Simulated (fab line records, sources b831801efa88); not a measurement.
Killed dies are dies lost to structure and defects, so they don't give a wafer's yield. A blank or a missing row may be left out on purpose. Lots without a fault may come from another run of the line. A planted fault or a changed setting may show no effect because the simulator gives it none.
Problem report in the 8D (eight disciplines) form, filled by code | flow sky130 | the parts of the form that need people (team, actions taken, sign-off) are left out

1. THE PROBLEM
spin_speed_rpm at SKY_FIELD_ISO_COAT_08 reads a mean of 3229.9 rpm on 9 wafers of 3 lots; wafers without a fault read 3000.3 rpm with a standard deviation of 2. That is +99 or more standard deviations from the usual mean.
The step: resist thk 450 nm.
First seen on wafer L255.2, day 5 18:00, on litho_track-01. The record holds 39 wafers of 13 lots with a number at this step. Rule for "out", or "out of limits": more than 4 standard deviations from the usual mean. The other wafers with a number count as sound.

2. WHAT IT IS AND WHAT IT IS NOT
question                    | is                     | is not
which readings at this step | spin_speed_rpm         | resist_line_temp_C
which lots                  | L255, L256, L258       | L237, L238, L239, L240, L242, L244, L245, L247, L249, L254
which wafers of those lots  | all that have a number | -
read on which tools         | litho_track-01         | litho_track-03, litho_track-04
when                        | from day 5 18:00       | up to then (30 sound wafers)

3. SUSPECTS, AND WHAT RULES EACH OUT
Counting: a tool at a process step up to the reading stays a suspect if it ran every lot that is out and no sound lot after the first of them.
- litho_track-01 at SKY_FIELD_ISO_COAT_08 (resist thk 450 nm): kept. It ran every lot that is out, first L255 (day 5 18:00), and no sound lot after that; its last sound lot up to then is L249 (day 4 09:00). Its own readings are out on those wafers: spin_speed_rpm.
Left after counting: litho_track-01 at SKY_FIELD_ISO_COAT_08.

4. THE CAUSE (what the simulator had put in)
Process parameter drift: litho_track-01, from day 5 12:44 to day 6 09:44, at SKY_FIELD_ISO_COAT_08. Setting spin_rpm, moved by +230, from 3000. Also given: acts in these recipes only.
Counting left only this tool.

5. THE CHAIN OF EFFECTS, in route order
Each row: a reading whose mean over the struck wafers that have a number lies more than 3 standard deviations from the usual. Only readings for which the record gives a usual standard deviation are gone through. hours: the time from each lot's start at the first step in this table that gives one to its start at this step, as a median over the lots. sigmas: the change in usual standard deviations.
hours | step                   | reading                  | usual      | on struck wafers | change | sigmas
0     | SKY_FIELD_ISO_COAT_08  | spin_speed_rpm           | 3000.3 rpm | 3229.9           | +229.6 | +99 or more
10    | SKY_FIELD_ISO_STRIP_16 | strip_time_to_endpoint_s | 3.54 s     | 3.38             | -0.16  | -5.4
The process steps in it:
- SKY_FIELD_ISO_COAT_08: resist thk 450 nm.
- SKY_FIELD_ISO_STRIP_16: strips in O2/N2.
Later measuring or inspecting steps at which every struck wafer that the step has a row for has a number for every such reading, and none has moved that far: SKY_FIELD_ISO_THK_MEAS_25, SKY_PWDE_OVL_MEAS_07, SKY_PWDE_TW_MEAS_10.

6. WHAT WOULD HAVE CAUGHT IT SOONER
In this record the first reading out of limits was taken at day 5 18:00, 5 hours after the fault began at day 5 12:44.
